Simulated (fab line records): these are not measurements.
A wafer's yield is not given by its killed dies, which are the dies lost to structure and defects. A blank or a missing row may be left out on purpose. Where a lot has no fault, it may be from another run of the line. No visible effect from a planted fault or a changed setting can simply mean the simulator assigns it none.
fab line records	flow sky130
[record] lots = 11	wafers = 33	last_day = 50
route steps=708 shown CAPM@541 VIA3@594 CAP2M@603 METAL4@633 PAD_OPEN@708
lots with no fault: from the same line, run without faults
start_h: hours from the record's first day to the start of the lot's first wafer shown	wait_h: hours since the lot's step before	" unchanged from the row above	L1.1+2: a row that stands for several wafers	- no value present, or no start provided	* or withheld: withheld	< > ~ a bound
route shown NAME@n: NAME is a module with steps in the file, n the number in the route of the first one	usual: mean and standard deviation over wafers with no fault	same: alike in all rows	chamber/n: place in a boat	sites: per-site readings	_std_site: the standard deviation of these	_edge_site: outer sites' mean less inner sites'	radius_mm: how far each site lies from the wafer's centre	mask NAME#n: copy n	behind: tool/chamber where the wafer was last shaped	hold: reason for holding the lot/hours on hold/outcome of the hold	device: which transistor (n, p or np) failed to switch	end of line: the route-end tests of the same wafers	a step with no rows: only its recipe	killed: dies that structure and defects cost at the first sort, which is not the same as the wafer's yield	map: dies across one wafer; x = killed, . = not, _ = none there
set.NAME: the run value of the setting; set.NAME@STEP: its run value at that earlier step	model.NAME: the simulator's own value behind a step, which no gauge read
one table for each step of the route and one row for each wafer, over a sample of lots
services: when a tool's chamber went out of use (start_h, in hours from the record's first day, below 0 if earlier), for how many hours, and the reason
[[steps]]
[step SKY_CAPM_THK_MEAS_04]
[recipe] thk_meas_gauge = xrf	reads = TiN_of_CAPM_SPUTTER_02
[usual] CAPM_TIN_THK = 193.5/2.4
lot.wafer	tool	chamber	start_h	wait_h	CAPM_TIN_THK[nm]
L928.3	film_metro-02	-	848.41	0.1	196.4
L928.5	"	-	"	"	196.6
L928.6	"	-	"	"	197.6
L930.1	film_metro-02	-	864.60	0.1	191.5
L930.4	"	-	"	"	193.0
L930.5	"	-	"	"	192.1
L935.2	film_metro-04	-	906.89	0.1	194.4
L935.3	"	-	"	"	192.6
L935.6	"	-	"	"	194.3
L937.1	film_metro-02	-	928.11	0.1	192.9
L937.2	"	-	"	"	194.8
L937.4	"	-	"	"	195.2
L941.2	film_metro-03	-	956.17	0.1	191.2
L941.4	"	-	"	"	192.9
L941.6	"	-	"	"	192.5
L943.1	film_metro-03	-	963.47	0.1	192.6
L943.4	"	-	"	"	193.8
L943.5	"	-	"	"	192.8
L944.1	film_metro-03	-	968.81	0.1	191.5
L944.2	"	-	"	"	191.7
L944.4	"	-	"	"	191.0
L948.4	film_metro-02	-	1001.29	0.1	193.2
L948.5	"	-	"	"	193.2
L948.6	"	-	"	"	192.7
L949.1	film_metro-02	-	1006.25	0.1	190.1
L949.2	"	-	"	"	194.2
L949.5	"	-	"	"	193.3
L950.1	film_metro-02	-	1010.95	0.1	193.4
L950.5	"	-	"	"	194.3
L950.6	"	-	"	"	193.4
L951.1	film_metro-04	-	1011.54	0.1	195.3
L951.4	"	-	"	"	198.1
L951.6	"	-	"	"	195.9
[step SKY_VIA3_CVD_21]
[recipe] material = W	target_thk_nm = 390	time_s = 117.31	temp_c = 400	pressure_torr = 40
[usual] heater_power_w = 820/28	susceptor_temp_C = 399.99/0.23
lot.wafer	tool	chamber	start_h	wait_h	heater_power_w	susceptor_temp_C
L928.3	cvd_w-01	1	928.10	0.1	819	400.12
L928.5	"	1	"	"	831	400.20
L928.6	"	0	"	"	884	399.54
L930.1	cvd_w-01	0	944.19	0.0	866	400.12
L930.4	"	0	"	"	866	399.72
L930.5	"	0	"	"	846	400.22
L935.2	cvd_w-01	1	983.89	0.0	817	399.90
L935.3	"	1	"	"	831	399.99
L935.6	"	0	"	"	881	400.13
L937.1	cvd_w-02	0	1004.88	0.0	802	399.82
L937.2	"	1	"	"	785	400.00
L937.4	"	0	"	"	798	400.14
L941.2	cvd_w-01	1	1030.83	0.0	805	399.87
L941.4	"	0	"	"	852	400.03
L941.6	"	1	"	"	832	400.15
L943.1	cvd_w-01	1	1037.51	0.0	827	400.28
L943.4	"	1	"	"	838	399.71
L943.5	"	1	"	"	818	399.90
L944.1	cvd_w-01	1	1042.30	0.0	815	400.31
L944.2	"	0	"	"	886	399.87
L944.4	"	0	"	"	824	399.87
L948.4	cvd_w-02	1	1071.23	0.1	793	400.03
L948.5	"	0	"	"	808	399.95
L948.6	"	1	"	"	799	400.57
L949.1	cvd_w-01	1	1076.34	0.0	836	399.76
L949.2	"	0	"	"	854	400.06
L949.5	"	0	"	"	864	400.13
L950.1	cvd_w-01	0	1080.71	0.0	849	399.76
L950.5	"	1	"	"	831	399.67
L950.6	"	0	"	"	845	399.60
L951.1	cvd_w-02	1	1080.71	0.0	803	400.01
L951.4	"	0	"	"	808	400.00
L951.6	"	0	"	"	794	400.18
[step SKY_CAP2M_CVD_00]
[recipe] material = SiO2	target_thk_nm = 15.5	temp_c = 400	time_s = withheld	rf_w = 450
[usual] heater_power_w = 737/110	susceptor_temp_C = 400.01/0.24
lot.wafer	tool	chamber	start_h	wait_h	heater_power_w	susceptor_temp_C
L928.3	pecvd-03	1	928.82	0.0	670	399.99
L928.5	"	2	"	"	551	400.20
L928.6	"	0	"	"	763	400.26
L930.1	pecvd-02	1	944.94	0.0	825	399.90
L930.4	"	2	"	"	773	400.18
L930.5	"	1	"	"	807	400.43
L935.2	pecvd-02	2	984.65	0.0	874	400.11
L935.3	"	1	"	"	956	400.15
L935.6	"	0	"	"	647	400.40
L937.1	pecvd-02	1	1005.64	0.0	944	400.26
L937.2	"	0	"	"	689	399.99
L937.4	"	1	"	"	925	400.30
L941.2	pecvd-01	0	1031.59	0.0	622	399.86
L941.4	"	1	"	"	680	400.10
L941.6	"	0	"	"	627	399.51
L943.1	pecvd-03	2	1038.39	0.0	534	399.93
L943.4	"	0	"	"	596	399.51
L943.5	"	2	"	"	556	400.02
L944.1	pecvd-01	1	1043.05	0.0	733	400.11
L944.2	"	0	"	"	687	399.59
L944.4	"	1	"	"	710	400.14
L948.4	pecvd-01	1	1072.27	0.0	686	399.94
L948.5	"	0	"	"	625	400.15
L948.6	"	2	"	"	851	400.15
L949.1	pecvd-02	1	1077.09	0.0	932	399.94
L949.2	"	0	"	"	705	400.09
L949.5	"	0	"	"	682	400.23
L950.1	pecvd-02	1	1083.91	0.0	965	400.40
L950.5	"	0	"	"	700	400.09
L950.6	"	1	"	"	953	400.19
L951.1	pecvd-03	0	1084.21	0.0	748	400.05
L951.4	"	1	"	"	655	399.94
L951.6	"	0	"	"	738	399.73
[step SKY_CAP2M_THK_MEAS_01]
[recipe] reads = SiO2_of_CAP2M_CVD_00
[usual] CAP2M_CVD_00_THK = 15.57/0.24
lot.wafer	tool	chamber	start_h	wait_h	CAP2M_CVD_00_THK[nm]
L928.3	film_metro-03	-	928.86	-	15.62
L928.5	"	-	"	"	15.46
L928.6	"	-	"	"	16.10
L930.1	film_metro-02	-	944.96	-	15.18
L930.4	"	-	"	"	15.31
L930.5	"	-	"	"	15.48
L935.2	film_metro-02	-	984.68	-	15.54
L935.3	"	-	"	"	15.50
L935.6	"	-	"	"	15.78
L937.1	film_metro-01	-	1005.66	-	22.24
L937.2	"	-	"	"	15.21
L937.4	"	-	"	"	22.41
L941.2	film_metro-02	-	1031.62	-	15.55
L941.4	"	-	"	"	15.56
L941.6	"	-	"	"	15.52
L943.1	film_metro-01	-	1038.41	-	15.67
L943.4	"	-	"	"	15.78
L943.5	"	-	"	"	15.95
L944.1	film_metro-01	-	1043.08	-	15.07
L944.2	"	-	"	"	15.34
L944.4	"	-	"	"	15.47
L948.4	film_metro-01	-	1072.31	-	15.53
L948.5	"	-	"	"	15.17
L948.6	"	-	"	"	15.36
L949.1	film_metro-01	-	1077.11	-	15.51
L949.2	"	-	"	"	15.40
L949.5	"	-	"	"	15.45
L950.1	film_metro-02	-	1083.93	-	15.26
L950.5	"	-	"	"	15.82
L950.6	"	-	"	"	15.50
L951.1	film_metro-02	-	1084.23	-	15.48
L951.4	"	-	"	"	16.04
L951.6	"	-	"	"	15.68
[step SKY_CAP2M_RS_MEAS_03]
[recipe] thk_meas_gauge = four-point-probe	reads = TiN_of_CAP2M_SPUTTER_02
[usual] CAP2M_TIN_RS = 6.93/0.067
lot.wafer	tool	chamber	start_h	wait_h	CAP2M_TIN_RS[ohm/sq]
L928.3	film_metro-01	-	929.05	0.1	6.79
L928.5	"	-	"	"	6.88
L928.6	"	-	"	"	6.83
L930.1	film_metro-03	-	945.13	0.1	6.95
L930.4	"	-	"	"	6.99
L930.5	"	-	"	"	7.00
L935.2	film_metro-03	-	984.86	0.1	6.82
L935.3	"	-	"	"	6.77
L935.6	"	-	"	"	6.74
L937.1	film_metro-03	-	1005.83	0.1	6.85
L937.2	"	-	"	"	6.82
L937.4	"	-	"	"	6.90
L941.2	film_metro-01	-	1031.80	0.1	6.92
L941.4	"	-	"	"	6.94
L941.6	"	-	"	"	6.98
L943.1	film_metro-02	-	1038.58	0.1	6.87
L943.4	"	-	"	"	6.91
L943.5	"	-	"	"	6.85
L944.1	film_metro-01	-	1043.30	0.1	6.92
L944.2	"	-	"	"	6.97
L944.4	"	-	"	"	6.97
L948.4	film_metro-01	-	1072.51	0.1	6.99
L948.5	"	-	"	"	6.95
L948.6	"	-	"	"	6.88
L949.1	film_metro-01	-	1077.28	0.1	6.90
L949.2	"	-	"	"	7.03
L949.5	"	-	"	"	6.91
L950.1	film_metro-03	-	1084.10	0.1	6.83
L950.5	"	-	"	"	6.88
L950.6	"	-	"	"	6.83
L951.1	film_metro-03	-	1084.40	0.1	6.93
L951.4	"	-	"	"	6.95
L951.6	"	-	"	"	6.97
[step SKY_METAL4_ETCH_17]
[recipe] target = SiO2	stop_on = TiN	chemistry = C4F8/O2/Ar	source_w = 1500	bias_w = 1200	pressure_mtorr = 40	c4f8_flow_sccm = withheld	O2_flow_sccm = 6	Ar_flow_sccm = 300	time_s = 3.9	target_depth_a = 150
[usual] oes_product_au = 0.756/0.0071
lot.wafer	tool	chamber	start_h	wait_h	oes_product_au	rf_hours_counter_h
L928.3	rie_diel-01	2	979.10	0.0	0.755	11
L928.5	"	0	"	"	0.753	-
L928.6	"	1	"	"	0.776	-
L930.1	rie_diel-01	1	994.31	0.1	0.739	6
L930.4	"	2	"	"	0.755	11
L930.5	"	1	"	"	0.748	-
L935.2	rie_diel-02	0	1032.38	0.1	0.757	3
L935.3	"	3	"	"	0.754	5
L935.6	"	0	"	"	0.758	-
L937.1	rie_diel-02	2	1052.31	0.1	0.924	20
L937.2	"	1	"	"	0.746	8
L937.4	"	0	"	"	0.919	4
L941.2	rie_diel-02	3	1076.31	0.1	0.750	6
L941.4	"	2	"	"	0.759	21
L941.6	"	3	"	"	0.752	-
L943.1	rie_diel-03	3	1082.53	0.1	0.757	3
L943.4	"	1	"	"	0.761	16
L943.5	"	2	"	"	0.765	-
L944.1	rie_diel-01	2	1086.66	0.1	0.752	14
L944.2	"	3	"	"	0.753	20
L944.4	"	1	"	"	0.761	9
L948.4	rie_diel-01	1	1112.85	0.0	0.766	10
L948.5	"	2	"	"	0.748	-
L948.6	"	3	"	"	0.750	-
L949.1	rie_diel-01	3	1118.95	0.1	0.749	21
L949.2	"	1	"	"	0.748	10
L949.5	"	3	"	"	0.757	-
L950.1	rie_diel-03	1	1124.46	0.1	0.747	18
L950.5	"	0	"	"	0.757	-
L950.6	"	3	"	"	0.765	-
L951.1	rie_diel-01	1	1124.81	0.1	0.752	11
L951.4	"	2	"	"	0.764	16
L951.6	"	3	"	"	0.761	-
[step SKY_PAD_OPEN_PROBE_99]
[usual] defect_limited_yield = 82.6/2	killed_at_M0_to_M3 = 43/7.6	killed_at_M4_up = 2.9/1.9	killed_at_contacts = 24/5	killed_at_front_end = 15/4.3	killed_at_other = 0.3/0.54	killed_dies = 85/10	killed_open = 47/7	killed_short = 38/6.4
[same] gross_dies = 492	killed_at_back_side = 0
lot.wafer	tool	chamber	start_h	wait_h	defect_limited_yield[%]	killed_at_M0_to_M3	killed_at_M4_up	killed_at_contacts	killed_at_front_end	killed_at_other	killed_dies	killed_open	killed_short
L928.3	prober-02	-	1075.92	0.2	82.5	35	4	25	22	0	86	41	45
L928.5	prober-02	-	1076.02	0.2	82.1	31	4	36	16	1	88	56	32
L928.6	prober-02	-	1076.07	0.2	81.7	43	5	22	20	0	90	42	48
L930.1	prober-02	-	1088.34	0.1	83.3	44	5	19	13	1	82	42	40
L930.4	prober-02	-	1088.49	0.2	83.7	39	4	23	12	2	80	51	29
L930.5	prober-02	-	1088.54	0.2	84.8	39	5	21	10	0	75	45	30
L935.2	prober-01	-	1124.46	0.1	85.4	48	5	11	8	0	72	33	39
L935.3	prober-01	-	1124.51	0.2	86.0	42	2	15	10	0	69	38	31
L935.6	prober-01	-	1124.66	0.2	83.1	41	4	26	12	0	83	51	32
L937.1	prober-02	-	1140.06	0.1	81.7	44	4	26	15	1	90	57	33
L937.2	prober-02	-	1140.11	0.1	83.3	43	2	19	18	0	82	47	35
L937.4	prober-02	-	1140.21	0.2	88.2	27	0	20	11	0	58	29	29
L941.2	prober-01	-	1161.13	0.1	80.5	48	2	27	18	1	96	57	39
L941.4	prober-01	-	1161.23	0.2	81.7	43	1	27	19	0	90	47	43
L941.6	prober-01	-	1161.33	0.2	81.5	44	4	33	10	0	91	52	39
L943.1	prober-02	-	1168.11	0.1	81.9	38	2	27	20	2	89	45	44
L943.4	prober-02	-	1168.26	0.2	83.3	42	1	22	17	0	82	50	32
L943.5	prober-02	-	1168.31	0.2	84.1	37	3	22	16	0	78	44	34
L944.1	prober-02	-	1170.27	0.1	81.5	57	2	28	4	0	91	57	34
L944.2	prober-02	-	1170.32	0.1	81.5	46	5	26	13	1	91	42	49
L944.4	prober-02	-	1170.42	0.2	77.8	67	1	26	14	1	109	56	53
L948.4	prober-02	-	1190.92	0.2	83.9	32	1	27	19	0	79	47	32
L948.5	prober-02	-	1190.97	0.2	79.9	46	5	31	17	0	99	56	43
L948.6	prober-02	-	1191.02	0.2	83.5	43	5	21	12	0	81	41	40
L949.1	prober-01	-	1196.32	0.1	82.9	35	3	27	19	0	84	38	46
L949.2	prober-01	-	1196.37	0.1	78.3	50	2	33	20	2	107	71	36
L949.5	prober-01	-	1196.52	0.2	81.5	56	3	21	11	0	91	53	38
L950.1	prober-02	-	1199.38	0.1	79.7	56	0	21	21	2	100	60	40
L950.5	prober-02	-	1199.58	0.2	82.3	44	6	15	21	1	87	46	41
L950.6	prober-02	-	1199.63	0.2	81.7	45	2	20	23	0	90	50	40
L951.1	prober-01	-	1199.73	0.1	83.9	48	2	19	10	0	79	41	38
L951.4	prober-01	-	1199.88	0.2	80.7	48	3	23	21	0	95	54	41
L951.6	prober-01	-	1199.98	0.2	82.5	51	2	17	15	1	86	50	36
// killed by level:class
L928.3 FIELD_ISO:geometric_particle:open=8 VIA1:geometric_particle:open=8 LOCAL_INTERCONNECT:geometric_particle:short=7 LI_CONTACT:geometric_particle:open=6 CONTACT:geometric_particle:short=6 METAL2:geometric_particle:short=5 FIELD_ISO:geometric_particle:short=4 POLY_GATE:geometric_particle:short=4
L928.5 VIA1:geometric_particle:open=15 CONTACT:geometric_particle:open=12 CONTACT:geometric_particle:short=10 LOCAL_INTERCONNECT:geometric_particle:short=8 POLY_GATE:geometric_particle:open=6 VIA3:geometric_particle:open=6 FIELD_ISO:geometric_particle:short=5 LI_CONTACT:geometric_particle:open=4
L928.6 VIA1:geometric_particle:open=13 CONTACT:geometric_particle:short=8 FIELD_ISO:geometric_particle:short=7 CONTACT:geometric_particle:open=6 VIA3:geometric_particle:open=6 VIA3:geometric_particle:short=5 POLY_GATE:geometric_particle:short=4 SPACER:geometric_particle:short=4
L930.1 VIA2:geometric_particle:open=9 CONTACT:geometric_particle:open=7 VIA1:geometric_particle:open=6 METAL1:geometric_particle:short=5 METAL2:geometric_particle:short=5 FIELD_ISO:geometric_particle:open=4 LI_CONTACT:geometric_particle:open=4 POLY_GATE:geometric_particle:open=4
L930.4 VIA2:geometric_particle:open=11 VIA1:geometric_particle:open=9 LI_CONTACT:geometric_particle:open=8 CONTACT:geometric_particle:open=8 POLY_GATE:geometric_particle:open=6 METAL2:geometric_particle:short=6 LI_CONTACT:geometric_particle:short=3 CONTACT:geometric_particle:short=3
L930.5 CONTACT:geometric_particle:open=10 VIA1:geometric_particle:open=9 VIA3:geometric_particle:open=7 POLY_GATE:geometric_particle:open=5 METAL4:geometric_particle:short=4 LI_CONTACT:geometric_particle:open=4 VIA2:geometric_particle:short=4 VIA2:geometric_particle:open=4
L935.2 METAL1:geometric_particle:short=9 VIA2:geometric_particle:open=9 VIA1:geometric_particle:open=8 VIA1:geometric_particle:short=6 CONTACT:geometric_particle:open=5 VIA3:geometric_particle:short=4 VIA3:geometric_particle:open=4 METAL4:geometric_particle:short=4
L935.3 VIA1:geometric_particle:open=11 CONTACT:geometric_particle:open=6 VIA3:geometric_particle:open=5 VIA1:geometric_particle:short=5 VIA2:geometric_particle:open=4 METAL2:geometric_particle:short=4 LOCAL_INTERCONNECT:geometric_particle:short=4 METAL1:geometric_particle:short=4
L935.6 LI_CONTACT:geometric_particle:open=10 VIA1:geometric_particle:open=9 VIA2:geometric_particle:open=9 CONTACT:geometric_particle:open=7 METAL1:geometric_particle:short=5 VIA3:geometric_particle:open=5 FIELD_ISO:geometric_particle:short=4 LOCAL_INTERCONNECT:geometric_particle:short=4
L937.1 VIA1:geometric_particle:open=12 CONTACT:geometric_particle:open=12 VIA3:geometric_particle:open=9 LI_CONTACT:geometric_particle:open=6 METAL2:geometric_particle:short=6 FIELD_ISO:geometric_particle:open=5 VIA2:geometric_particle:open=5 CONTACT:geometric_particle:short=4
L937.2 VIA1:geometric_particle:open=13 VIA1:geometric_particle:short=7 LI_CONTACT:geometric_particle:open=6 VIA3:geometric_particle:open=6 FIELD_ISO:geometric_particle:open=5 VIA2:geometric_particle:open=5 LOCAL_INTERCONNECT:geometric_particle:short=4 METAL1:geometric_particle:short=4
L937.4 CONTACT:geometric_particle:open=6 LI_CONTACT:geometric_particle:open=5 VIA1:geometric_particle:open=5 LOCAL_INTERCONNECT:geometric_particle:short=4 METAL3:geometric_particle:short=4 VIA3:geometric_particle:open=4 FIELD_ISO:geometric_particle:short=3 METAL1:geometric_particle:short=3
L941.2 VIA1:geometric_particle:open=13 CONTACT:geometric_particle:open=12 LI_CONTACT:geometric_particle:open=7 VIA2:geometric_particle:open=7 VIA1:geometric_particle:short=6 VIA3:geometric_particle:open=6 FIELD_ISO:geometric_particle:short=5 POLY_GATE:geometric_particle:open=4
L941.4 CONTACT:geometric_particle:open=12 FIELD_ISO:geometric_particle:short=9 VIA1:geometric_particle:open=9 VIA3:geometric_particle:open=7 VIA2:geometric_particle:open=7 METAL1:geometric_particle:short=6 LI_CONTACT:geometric_particle:short=5 LI_CONTACT:geometric_particle:open=5
L941.6 VIA1:geometric_particle:open=15 CONTACT:geometric_particle:open=14 CONTACT:geometric_particle:short=10 VIA2:geometric_particle:open=7 FIELD_ISO:geometric_particle:open=6 VIA1:geometric_particle:short=6 VIA2:geometric_particle:short=4 LI_CONTACT:geometric_particle:open=4
L943.1 CONTACT:geometric_particle:open=13 VIA1:geometric_particle:open=9 METAL1:geometric_particle:short=8 VIA3:geometric_particle:open=8 CONTACT:geometric_particle:short=6 FIELD_ISO:geometric_particle:short=5 POLY_GATE:geometric_particle:short=4 FIELD_ISO:geometric_particle:open=3
L943.4 CONTACT:geometric_particle:open=9 VIA3:geometric_particle:open=9 METAL2:geometric_particle:short=7 VIA1:geometric_particle:open=7 VIA2:geometric_particle:open=7 FIELD_ISO:geometric_particle:open=5 LOCAL_INTERCONNECT:geometric_particle:short=4 METAL1:geometric_particle:short=4
L943.5 CONTACT:geometric_particle:open=10 VIA1:geometric_particle:open=7 FIELD_ISO:geometric_particle:open=5 VIA2:geometric_particle:open=5 VIA1:geometric_particle:short=5 VIA3:geometric_particle:open=5 VIA3:geometric_particle:short=5 CONTACT:geometric_particle:short=4
L944.1 VIA1:geometric_particle:open=18 LI_CONTACT:geometric_particle:open=10 VIA2:geometric_particle:open=7 VIA3:geometric_particle:open=7 LOCAL_INTERCONNECT:geometric_particle:short=5 CONTACT:geometric_particle:short=5 METAL1:geometric_particle:short=5 VIA1:geometric_particle:short=5
L944.2 VIA1:geometric_particle:open=14 LI_CONTACT:geometric_particle:short=9 LI_CONTACT:geometric_particle:open=8 VIA3:geometric_particle:short=7 LOCAL_INTERCONNECT:geometric_particle:short=7 VIA3:geometric_particle:open=6 METAL1:geometric_particle:short=4 VIA2:geometric_particle:short=4
L944.4 VIA1:geometric_particle:open=16 METAL2:geometric_particle:short=10 METAL1:geometric_particle:short=9 LI_CONTACT:geometric_particle:open=7 VIA2:geometric_particle:short=7 CONTACT:geometric_particle:short=7 VIA2:geometric_particle:open=7 FIELD_ISO:geometric_particle:open=6
L948.4 CONTACT:geometric_particle:open=13 LI_CONTACT:geometric_particle:open=7 POLY_GATE:geometric_particle:open=6 VIA3:geometric_particle:open=5 FIELD_ISO:geometric_particle:open=4 VIA1:geometric_particle:short=4 VIA1:geometric_particle:open=4 METAL2:geometric_particle:short=4
L948.5 VIA1:geometric_particle:open=13 LI_CONTACT:geometric_particle:open=11 CONTACT:geometric_particle:open=9 VIA3:geometric_particle:open=6 LOCAL_INTERCONNECT:geometric_particle:short=4 CONTACT:geometric_particle:short=4 METAL1:geometric_particle:short=4 VIA1:geometric_particle:short=4
L948.6 VIA1:geometric_particle:open=9 VIA1:geometric_particle:short=8 VIA2:geometric_particle:open=7 CONTACT:geometric_particle:open=6 LI_CONTACT:geometric_particle:open=5 VIA3:geometric_particle:open=5 POLY_GATE:geometric_particle:short=4 LOCAL_INTERCONNECT:geometric_particle:short=4
L949.1 CONTACT:geometric_particle:open=13 METAL1:geometric_particle:short=8 VIA1:geometric_particle:open=7 FIELD_ISO:geometric_particle:open=4 FIELD_ISO:geometric_particle:short=4 LOCAL_INTERCONNECT:geometric_particle:short=4 SPACER:geometric_particle:short=4 LI_CONTACT:geometric_particle:short=4
L949.2 CONTACT:geometric_particle:open=18 VIA2:geometric_particle:open=11 VIA1:geometric_particle:open=10 FIELD_ISO:geometric_particle:open=8 VIA3:geometric_particle:open=7 LI_CONTACT:geometric_particle:open=5 METAL1:geometric_particle:short=5 POLY_GATE:geometric_particle:open=4
L949.5 VIA3:geometric_particle:open=15 VIA1:geometric_particle:short=8 VIA1:geometric_particle:open=8 CONTACT:geometric_particle:open=8 METAL2:geometric_particle:short=6 LI_CONTACT:geometric_particle:open=5 CONTACT:geometric_particle:short=5 VIA2:geometric_particle:open=5
L950.1 VIA1:geometric_particle:open=16 VIA2:geometric_particle:open=10 CONTACT:geometric_particle:open=8 FIELD_ISO:geometric_particle:open=7 FIELD_ISO:geometric_particle:short=6 VIA3:geometric_particle:open=6 VIA1:geometric_particle:short=6 LI_CONTACT:geometric_particle:open=5
L950.5 VIA1:geometric_particle:open=11 METAL1:geometric_particle:short=6 POLY_GATE:geometric_particle:open=6 VIA3:geometric_particle:open=6 POLY_GATE:geometric_particle:short=5 LI_CONTACT:geometric_particle:open=5 CONTACT:geometric_particle:open=5 VIA2:geometric_particle:short=5
L950.6 VIA1:geometric_particle:open=13 FIELD_ISO:geometric_particle:open=6 METAL2:geometric_particle:short=6 FIELD_ISO:geometric_particle:short=6 LOCAL_INTERCONNECT:geometric_particle:short=6 VIA2:geometric_particle:open=6 VIA3:geometric_particle:open=6 LI_CONTACT:geometric_particle:open=5
L951.1 CONTACT:geometric_particle:open=11 METAL2:geometric_particle:short=8 VIA2:geometric_particle:open=8 VIA1:geometric_particle:open=7 VIA3:geometric_particle:open=5 VIA1:geometric_particle:short=5 VIA3:geometric_particle:short=4 POLY_GATE:geometric_particle:open=3
L951.4 LI_CONTACT:geometric_particle:open=13 METAL1:geometric_particle:short=9 VIA3:geometric_particle:open=9 FIELD_ISO:geometric_particle:short=7 CONTACT:geometric_particle:open=6 VIA1:geometric_particle:open=6 VIA2:geometric_particle:open=6 FIELD_ISO:geometric_particle:open=4
L951.6 VIA2:geometric_particle:open=11 VIA1:geometric_particle:open=9 CONTACT:geometric_particle:open=8 VIA1:geometric_particle:short=7 VIA3:geometric_particle:short=7 FIELD_ISO:geometric_particle:open=5 LI_CONTACT:geometric_particle:short=4 VIA3:geometric_particle:open=4
[[services]]
tool	chamber	start_h	hours	kind
rie_diel-03	3	906.55	18.1	repair
rie_diel-02	3	912.52	9.1	repair
cvd_w-02	0	918.00	-	clean
cvd_w-02	1	918.00	-	clean
pecvd-01	1	919.16	2.1	scheduled_down
rie_diel-03	0	923.31	7.5	repair
rie_diel-01	1	930.33	10.4	repair
rie_diel-03	-	940.15	0.3	repair
rie_diel-01	2	941.44	3.8	repair
rie_diel-03	2	944.49	10.2	repair
pecvd-01	1	956.27	12.0	repair
pecvd-02	-	964.02	0.5	repair
pecvd-02	-	972.82	6.0	pm
pecvd-03	-	974.61	44.6	repair
pecvd-01	2	982.29	7.0	repair
rie_diel-03	2	996.65	6.9	repair
pecvd-01	-	1003.90	0.5	repair
cvd_w-02	1	1016.18	3.1	repair
cvd_w-02	-	1017.11	0.6	repair
rie_diel-02	3	1020.12	2.8	repair
rie_diel-01	3	1056.44	7.9	repair
rie_diel-03	0	1088.95	11.8	repair
pecvd-02	0	1118.85	5.0	repair
pecvd-02	-	1121.43	3.8	repair
[[key]]
[first_sign] step = SKY_CAP2M_THK_MEAS_01	reading = CAP2M_CVD_00_THK	direction = up	sigmas = 28	usual = 15.57	struck = 22.32
[effect] step = SKY_METAL4_ETCH_17	reading = oes_product_au	direction = up	sigmas = 23	usual = 0.756	struck = 0.922
met_at SKY_CAP2M_CVD_00
struck_lots L937
struck_wafers L937.1,L937.4
not_acting_at SKY_CAPM_THK_MEAS_04,SKY_VIA3_CVD_21,SKY_CAP2M_RS_MEAS_03
onset_between 984.65 1005.64
[fault] kind = process_parameter_drift	tool = pecvd-02	chamber = 1	onset_h = 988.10	steps = SKY_CAP2M_CVD_00	channel = target_thk_nm	offset = 6.689	shape = step	end_h = 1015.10	acts_in = these_recipes_only	stated = 15.5
